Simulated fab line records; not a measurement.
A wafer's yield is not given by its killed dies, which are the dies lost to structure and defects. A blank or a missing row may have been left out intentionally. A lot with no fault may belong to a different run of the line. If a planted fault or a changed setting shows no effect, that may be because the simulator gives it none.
A lot that was struck, set against a sound lot / flow sky130 / 16 steps out of a route of 708
Sound: these wafers, L846.1, L846.2, L846.4. Struck: wafers L838.3, L838.5, L838.6. The cause is named last.
Each step with rows lists, per side, the tool, then ch with its chambers, then its first start. Under that, the readings that differ: sound wafers / struck wafers / difference of the means / sigmas: that difference in standard deviations of wafers without a fault.
alike: readings whose means differ by less than 2 such deviations, and words and numbers that are the same on both sides. not compared: withheld readings, readings that some wafer has no value for, bounds like >300 that may hide the same value, and numbers for which the record gives no deviation and whose values overlap.
The two part at a step that has a row with sigmas, a row that says differs or no value, or rows on one side only. Numbers that don't overlap but have no deviation are shown without sigmas and don't part them. A reading missing from all wafers of one side parts the sides only when that side holds two or more wafers.

first, 5 steps without rows for these wafers: SKY_SONOS_TUNNEL_COAT_02 (resist thk 1140 nm); SKY_SONOS_TUNNEL_SOFTBAKE_03 (time 60 s); SKY_SONOS_TUNNEL_EXPOSE_04 (exposes mask TUNM, target cd 410 nm); SKY_SONOS_TUNNEL_PEB_05; SKY_SONOS_TUNNEL_DEVELOP_06 (develop time 60 s).
SKY_SONOS_TUNNEL_CD_MEAS_07: target cd 410 nm.
  struck on cd-sem-01, day 13 00:19; sound on cd-sem-01, day 15 12:20
  alike: cd-nm
SKY_SONOS_TUNNEL_OVL_MEAS_08:
  struck on overlay-01, day 13 00:25; sound on overlay-02, day 15 12:27
  alike: SONOS_TUNNEL_OVL
then, 3 steps without rows for these wafers: SKY_SONOS_TUNNEL_IMPLANT_09; SKY_SONOS_TUNNEL_WET_ETCH_10 (etches SiO2 in dHF, target depth 14 nm, time 280 s); SKY_SONOS_TUNNEL_STRIP_11 (strips in SPM, time 600 s).
SKY_SONOS_TUNNEL_TW_MEAS_12:
  struck on film-metro-04, day 13 00:52; sound on film-metro-04, day 15 12:54
  alike: SONOS_TUNNEL_TW
then, 1 step without rows for these wafers: SKY_SONOS_TUNNEL_CLEAN_13 (cleans in dHF, time 20 s).
SKY_SONOS_ONO_OXIDATION_00: stabilise 600 s, purge 300 s, target thk 2.6 nm.
  sound on furnace-01 ch 0, day 15 13:01; struck on furnace-01 ch 0, day 13 01:26
reading=spike-tc-bottom-C (C); sound=821.6 822.5 820.4; struck=846.9 846.8 847.7; difference=+25.6; sigmas=+21
reading=spike-tc-centre-C (C); sound=800.9 799.7 800.2; struck=827.7 828.6 826.2; difference=+27.2; sigmas=+25
reading=spike-tc-lower-C (C); sound=799.9 801.8 801.3; struck=830.0 827.5 827.7; difference=+27.4; sigmas=+27
reading=spike-tc-top-C (C); sound=813.6 810.3 811.7; struck=835.9 838.8 836.0; difference=+25.0; sigmas=+26
reading=spike-tc-upper-C (C); sound=801.6 802.6 799.8; struck=827.6 828.1 827.5; difference=+26.4; sigmas=+29
reading=tube-center-temp-C (C); sound=800.07 800.09 800.02; struck=826.83 827.01 826.79; difference=+26.82; sigmas=+99 or more
reading=tube_center_temp_C_max; sound=801.8 802.3 801.8; struck=829.5 828.6 828.8; difference=+27.0; sigmas=+84
reading=zone-power-top-pct (%); sound=25.66 26.36 26.10; struck=27.88 27.86 27.82; difference=+1.81; sigmas=+7
reading=model.SiO2_of_SONOS_ONO_OXIDATION_00.thk-nm (nm); sound=2.555 2.55 2.58; struck=3.742 3.717 3.758; difference=+1.177; sigmas=
SKY_SONOS_ONO_THK_MEAS_01:
  struck on film-metro-04, day 13 02:48; sound on film-metro-03, day 15 14:22
reading=SONOS_ONO_OXIDATION_THK (nm); sound=2.54 2.53 2.58; struck=3.67 3.75 3.75; difference=+1.17; sigmas=+24
then, 1 step without rows for these wafers: SKY_SONOS_ONO_CVD_02 (deposits Si3N4 from DCS/NH3, target thk 10.5 nm, time 180 s).
-- the record jumps here: 34 days lie between the struck wafers' starts before and after (it left off in module SONOS_ONO and takes up again in module PAD_OPEN, whose first step shown is number 708 of the route) --
SKY_PAD_OPEN_PROBE_99:
  struck on prober-01, day 47 01:46; sound on prober-01, day 48 22:25
reading=model.etest.sonos-erased.drive-ua-um; sound=195.4 189.1 169.6; struck=21.67 20.27 22.77; difference=-163.13; sigmas=
reading=model.etest.sonos-uncharged.r-on-ohm-um; sound=825.2 816.8 823.4; struck=831.7 863.8 836.7; difference=+22.3; sigmas=
reading=model.etest.sonos-programmed.off-log10-a-um; sound=-13.93 -13.95 -13.98; struck=-10.96 -11.38 -9.73; difference=+3.26; sigmas=
reading=model.etest.sonos-erased.vt-v (V); sound=-2.332 -2.332 -2.287; struck=-0.3803 -0.3843 -0.4304; difference=+1.9187; sigmas=
reading=model.etest.cap-ono.gate-log10-a-cm2; sound=-7.829 -7.732 -7.812; struck=-9.159 -9.254 -9.435; difference=-1.492; sigmas=
reading=model.etest.cap-ono.gate-bv-v (V); sound=15.89 16.18 16.45; struck=17.59 17.58 17.39; difference=+1.35; sigmas=
reading=model.etest.cap-ono.tox-acc-nm (nm); sound=12.76 12.76 12.8; struck=13.83 13.98 14.02; difference=+1.17; sigmas=
reading=model.etest.sonos-programmed.vt-v (V); sound=1.502 1.52 1.537; struck=0.7247 0.7049 0.5618; difference=-0.8559; sigmas=
  alike: killed_at_M0_to_M3, killed_at_M4_up, killed-at-contacts, killed-at-front-end, killed-at-other, killed-dies, killed-open, killed-short

== WHERE THEY PART ==
Earliest at SKY_SONOS_ONO_OXIDATION_00; latest, in this record, at SKY_SONOS_ONO_THK_MEAS_01. Later steps at which nothing parts them and some readings are alike: SKY_PAD_OPEN_PROBE_99.

WHY: the cause the simulator had injected
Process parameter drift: furnace-01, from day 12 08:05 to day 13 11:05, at SKY_SONOS_ONO_OXIDATION_00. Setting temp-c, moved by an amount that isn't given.
